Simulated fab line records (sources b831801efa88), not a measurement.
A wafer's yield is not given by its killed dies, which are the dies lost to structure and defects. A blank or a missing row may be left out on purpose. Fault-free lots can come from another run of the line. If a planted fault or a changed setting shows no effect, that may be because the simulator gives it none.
The tool behind it: which one?    flow sky130    15 lots, 45 wafers sampled, at 4 steps of a route of 708

== WHAT THE GAUGES SHOWED, per wafer ==
The record holds no reading of a measuring or inspecting step that can be judged against a usual standard deviation.

== WHAT TOOL EACH LOT RAN ON (gives the tool, then ch and the chambers of the sampled wafers, and finally the start) ==
lot   SKY_METAL5_SPUTTER_00        SKY_METAL5_SPUTTER_01        SKY_METAL5_DEVELOP_13             SKY_PASSIVATION_CVD_02
L917  pvdSputter-02, day 42 13:41  pvdSputter-02, day 42 13:43  lithoTrack-04 ch 0, day 43 12:23  pecvd-03 ch 1,2, day 43 13:30
L918  pvdSputter-04, day 42 19:13  pvdSputter-04, day 42 19:14  lithoTrack-01 ch 0, day 43 17:58  pecvd-03 ch 0,1,2, day 43 19:04
L919  pvdSputter-04, day 43 04:21  pvdSputter-04, day 43 04:22  lithoTrack-01 ch 0, day 44 02:23  pecvd-03 ch 0,1,2, day 44 03:31
L922  pvdSputter-03, day 44 07:11  pvdSputter-03, day 44 07:13  lithoTrack-02 ch 0, day 45 05:16  pecvd-01 ch 0,1, day 45 06:38
L924  pvdSputter-04, day 45 09:03  pvdSputter-04, day 45 09:04  lithoTrack-04 ch 0, day 46 05:08  pecvd-04 ch 0,2, day 46 06:14
L928  pvdSputter-04, day 46 00:08  pvdSputter-04, day 46 00:09  lithoTrack-04 ch 0, day 46 20:02  pecvd-03 ch 0,1,2, day 46 21:26
L930  pvdSputter-02, day 46 08:39  pvdSputter-02, day 46 08:41  lithoTrack-02 ch 0, day 47 04:45  pecvd-03 ch 0,1, day 47 05:53
L932  pvdSputter-04, day 46 23:35  pvdSputter-04, day 46 23:36  lithoTrack-04, day 47 18:46       -
L933  pvdSputter-03, day 47 01:59  pvdSputter-03, day 47 02:00  lithoTrack-01, day 47 21:10       -
L934  pvdSputter-03, day 47 08:03  pvdSputter-03, day 47 08:04  lithoTrack-02, day 48 03:40       -
L936  pvdSputter-02, day 47 22:24  pvdSputter-02, day 47 22:25  lithoTrack-01 ch 0, day 48 17:02  pecvd-03 ch 1,2, day 48 18:22
L937  pvdSputter-04, day 48 06:19  pvdSputter-04, day 48 06:20  lithoTrack-01 ch 0, day 49 00:28  pecvd-04 ch 0,1, day 49 01:35
L938  pvdSputter-03, day 48 11:10  pvdSputter-03, day 48 11:11  lithoTrack-02 ch 0, day 49 04:34  pecvd-01 ch 0,2, day 49 05:45
L939  pvdSputter-02, day 48 11:12  pvdSputter-02, day 48 11:14  lithoTrack-02 ch 0, day 49 04:54  pecvd-03 ch 0,2, day 49 06:01
L940  pvdSputter-03, day 48 12:34  pvdSputter-03, day 48 12:35  lithoTrack-01 ch 0, day 49 06:25  pecvd-01 ch 1,2, day 49 07:33
- SKY_METAL5_SPUTTER_00: material Ti, target thk 15 nm, time 10 s.
- SKY_METAL5_SPUTTER_01: material TiN, target thk 20 nm, time 16.7 s.
- SKY_METAL5_DEVELOP_13: develop time 60 s.
- SKY_PASSIVATION_CVD_02: deposits Si3N4, target thk 540 nm.

== WHAT THE TOOLS THEMSELVES READ (means of the sampled wafers that have a number; where no wafer has one, the mark that the record gives instead) ==
SKY_METAL5_SPUTTER_00. Usual: cathodeDcPowerW 3000.0 W, standard deviation 0.54; throttleValvePct 29.8 %, standard deviation 1.
lot   tool           cathodeDcPowerW (W)  throttleValvePct (%)  flag
L917  pvdSputter-02  2999.8               29.1                  
L918  pvdSputter-04  3000.2               30.0                  
L919  pvdSputter-04  2999.4               30.2                  
L922  pvdSputter-03  2999.8               29.6                  
L924  pvdSputter-04  3000.0               30.1                  
L928  pvdSputter-04  3000.1               30.4                  
L930  pvdSputter-02  2999.6               29.1                  
L932  pvdSputter-04  3000.3               29.8                  
L933  pvdSputter-03  3000.3               29.7                  
L934  pvdSputter-03  2999.9               30.4                  
L936  pvdSputter-02  2999.8               29.8                  
L937  pvdSputter-04  2999.8               29.8                  
L938  pvdSputter-03  3000.0               30.7                  
L939  pvdSputter-02  3000.3               29.6                  
L940  pvdSputter-03  3000.4               30.4                  

SKY_METAL5_SPUTTER_01. Usual: cathodeDcPowerW 6500.0 W, standard deviation 1.3; throttleValvePct 29.8 %, standard deviation 1.1.
lot   tool           cathodeDcPowerW (W)  throttleValvePct (%)  flag
L917  pvdSputter-02  6501.0               29.2                  
L918  pvdSputter-04  6499.6               30.0                  
L919  pvdSputter-04  6500.7               30.1                  
L922  pvdSputter-03  6500.8               29.6                  
L924  pvdSputter-04  6499.3               30.1                  
L928  pvdSputter-04  6499.4               30.3                  
L930  pvdSputter-02  6500.1               29.4                  
L932  pvdSputter-04  6501.0               29.9                  
L933  pvdSputter-03  6499.0               29.5                  
L934  pvdSputter-03  6499.9               30.3                  
L936  pvdSputter-02  6498.7               29.9                  
L937  pvdSputter-04  6500.8               29.7                  
L938  pvdSputter-03  6501.2               30.6                  
L939  pvdSputter-02  6499.7               29.7                  
L940  pvdSputter-03  6500.2               30.5                  

SKY_METAL5_DEVELOP_13. Usual: chillPlateTempC 23.00 C, standard deviation 0.11; resistLineTempC 22.99 C, standard deviation 0.1.
lot   tool           chillPlateTempC (C)  resistLineTempC (C)  flag
L917  lithoTrack-04  23.03                23.04                
L918  lithoTrack-01  23.00                23.14                
L919  lithoTrack-01  22.91                23.05                
L922  lithoTrack-02  23.07                22.81                
L924  lithoTrack-04  23.05                23.07                
L928  lithoTrack-04  23.00                23.02                
L930  lithoTrack-02  23.05                22.96                
L932  lithoTrack-04  -                    -                    OFF
L933  lithoTrack-01  -                    -                    OFF
L934  lithoTrack-02  -                    -                    OFF
L936  lithoTrack-01  22.95                22.99                
L937  lithoTrack-01  22.95                22.94                
L938  lithoTrack-02  23.17                22.95                
L939  lithoTrack-02  22.99                22.89                
L940  lithoTrack-01  22.98                22.98                

SKY_PASSIVATION_CVD_02. Usual: heaterPowerW 771 W, standard deviation 93.
lot   tool      heaterPowerW (W)  flag
L917  pecvd-03  721               
L918  pecvd-03  785               
L919  pecvd-03  742               
L922  pecvd-01  787               
L924  pecvd-04  795               
L928  pecvd-03  768               
L930  pecvd-03  670               
L936  pecvd-03  645               
L937  pecvd-04  795               
L938  pecvd-01  768               
L939  pecvd-03  848               
L940  pecvd-01  693               

== THE ANSWER, worked out from the rows above alone ==
Rule: lot off if the mean of its wafers having a number is beyond 3 standard deviations from the usual mean. A lot without any number at a reading at which 4 lots or more have one is off too. All remaining lots with rows at the step are treated as sound. Order of review: gauges by route order, followed by the tools' own readings, for which a lot's mean as printed above is used. The first step at which some lot is off is used, and at that step the reading that is off furthest; a lot without a number counts as furthest.
Off at SKY_METAL5_DEVELOP_13 (chillPlateTempC): L932, L933, L934. Without a number there: L932, L933, L934.
A tool fits if, at that step or a process step before it, it ran every lot that is off, and no sound lot after the first of them. No candidate that was tried fits.

== WHAT HAD BEEN PUT IN BY THE SIMULATOR ==
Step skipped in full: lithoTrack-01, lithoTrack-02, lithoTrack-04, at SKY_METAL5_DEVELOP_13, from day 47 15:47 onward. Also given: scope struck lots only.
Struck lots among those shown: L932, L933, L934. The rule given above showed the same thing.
